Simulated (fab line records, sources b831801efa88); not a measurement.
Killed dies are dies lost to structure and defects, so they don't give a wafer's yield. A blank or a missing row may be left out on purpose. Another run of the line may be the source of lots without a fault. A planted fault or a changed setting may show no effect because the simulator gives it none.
Comparing a struck lot with a sound one    flow sky130    23 out of 708 route steps
Sound: wafers L606.1, L606.2, L606.4. Struck: wafers L604.2, L604.3, L604.6. Last of all comes the cause.
Each step with rows lists, per side, the tool, then ch with its chambers, then its first start. Under that, the readings that differ: sound wafers    struck wafers    difference of the means    sigmas: that difference in standard deviations of wafers without a fault.
alike: words and numbers the same on both sides, and readings whose means are apart by under 2 such deviations; not compared: readings that were withheld, readings missing a value for some wafer, numbers with overlapping values and no deviation given by the record, and bounds like >300 which may hide the same value.
A row with sigmas, a row that says differs or no value, or rows on one side alone: a step with any of these is where the two part. Numbers that have no deviation but don't overlap get no sigmas and don't part them. Lack of a reading on every wafer of one side parts them only where that side has two or more wafers.

first, 1 step without rows for these wafers: SKY_SONOS_ONO_DEVELOP_12 (develop time 60 s).
SKY_SONOS_ONO_CD_MEAS_13: the cd target is 410 nm.
  sound on cd-sem-01, day 18 14:01; struck on cd-sem-02, day 17 09:58
  alike: cd-nm
SKY_SONOS_ONO_OVL_MEAS_14:
  sound on overlay-01, day 18 14:08; struck on overlay-02, day 17 10:04
  alike: SONOS_ONO_OVL
SKY_SONOS_ONO_ETCH_15: etches the open film in CHF3/O2, target depth 19.52 nm, time 7.8 s.
  sound on rie-diel-04 ch 0,1,3, day 18 14:10; struck on rie-diel-04 ch 0,2,3, day 17 10:06
  alike: drypump-motor-current-A, oes-product-au, throttle-valve-pct
  not compared: rf-hours-counter-h
then, 1 step without rows for these wafers: SKY_SONOS_ONO_WET_ETCH_16 (etches SiO2 in dHF, target depth 14 nm, time 280 s).
SKY_SONOS_ONO_STRIP_17: strips in O2/N2.
  sound on plasma-asher-03 ch 0,1, day 18 14:17; struck on plasma-asher-01 ch 0,1, day 17 10:13
  alike: drypump-motor-current-A, n2-flow-sccm, oes-product-au, strip-time-to-endpoint-s
  not compared: rf-hours-counter-h
then, 3 steps without rows for these wafers: SKY_SONOS_ONO_WET_ETCH_18 (etches Si3N4 in H3PO4, target depth 15 nm, time 172 s); SKY_GATE_OXIDE_CLEAN_00 (cleans in SC1/SC2, time 150 s); SKY_GATE_OXIDE_OXIDATION_01 (stabilise 600 s, purge 300 s, target thk 10.268 nm).
SKY_GATE_OXIDE_THK_MEAS_02:
  sound on film-metro-03, day 18 16:10; struck on film-metro-01, day 17 12:19
reading                           sound              struck             difference  sigmas
GATE_OXIDE_OXIDATION_00_THK (nm)  10.69 10.58 10.63  10.24 10.34 10.08  -0.41       -2
then, 2 steps without rows for these wafers: SKY_GATE_OXIDE_DEHYDRATE_03 (time 60 s); SKY_GATE_OXIDE_HMDS_04 (prime time 60 s).
SKY_GATE_OXIDE_COAT_05: resist thk 1140 nm.
  sound on litho-track-02 ch 0, day 19 07:00; struck on litho-track-03 ch 0, day 18 02:36
reading                                          sound           struck             difference  sigmas
model.NOVOLAK_of_GATE_OXIDE_COAT_05.thk-nm (nm)  1144 1143 1141  714.2 717.9 712.9  -427.7      
then, 3 steps without rows for these wafers: SKY_GATE_OXIDE_SOFTBAKE_06 (time 60 s); SKY_GATE_OXIDE_EXPOSE_07 (exposes mask LVOM, target cd 600 nm); SKY_GATE_OXIDE_PEB_08.
SKY_GATE_OXIDE_DEVELOP_09: develop time 60 s.
  sound on litho-track-02 ch 0, day 19 22:54; struck on litho-track-03 ch 0, day 18 17:48
reading                                          sound           struck             difference  sigmas
model.NOVOLAK_of_GATE_OXIDE_COAT_05.thk-nm (nm)  1144 1142 1140  713.8 717.5 712.4  -427.4      
SKY_GATE_OXIDE_OVL_MEAS_10:
  sound on overlay-01, day 19 23:03; struck on overlay-01, day 18 17:56
  alike: GATE_OXIDE_OVL
then, 2 steps without rows for these wafers: SKY_GATE_OXIDE_IMPLANT_11; SKY_GATE_OXIDE_WET_ETCH_12 (etches SiO2 in dHF, target depth 16.8 nm, time 336 s).
SKY_GATE_OXIDE_STRIP_13: strips in O2/N2.
  sound on plasma-asher-03 ch 0,1, day 19 23:26; struck on plasma-asher-03 ch 0,1, day 18 18:13
reading                       sound              struck             difference  sigmas
oes-product-au (a.u.)         0.710 0.723 0.719  0.616 0.623 0.622  -0.097      -21
strip-time-to-endpoint-s (s)  14.23 14.24 14.19  9.26 9.33 9.24     -4.94       -99 or more
  alike: drypump-motor-current-A, n2-flow-sccm
  not compared: rf-hours-counter-h
SKY_GATE_OXIDE_TW_MEAS_14:
  sound on film-metro-04, day 19 23:32; struck on film-metro-04, day 18 18:19
  alike: GATE_OXIDE_TW
-- a jump in the record: the struck wafers' starts before and after are 31 days apart (it breaks off in module GATE_OXIDE and resumes in module PAD_OPEN, where the first step shown is number 708 of the route) --
SKY_PAD_OPEN_PROBE_99:
  the record has rows for the struck wafers here (prober-02, day 49 23:26) and none for the sound ones

== WHERE THEY PART ==
Last at SKY_PAD_OPEN_PROBE_99 as far as this record goes, first at SKY_GATE_OXIDE_THK_MEAS_02.

WHY: what had been put in by the simulator
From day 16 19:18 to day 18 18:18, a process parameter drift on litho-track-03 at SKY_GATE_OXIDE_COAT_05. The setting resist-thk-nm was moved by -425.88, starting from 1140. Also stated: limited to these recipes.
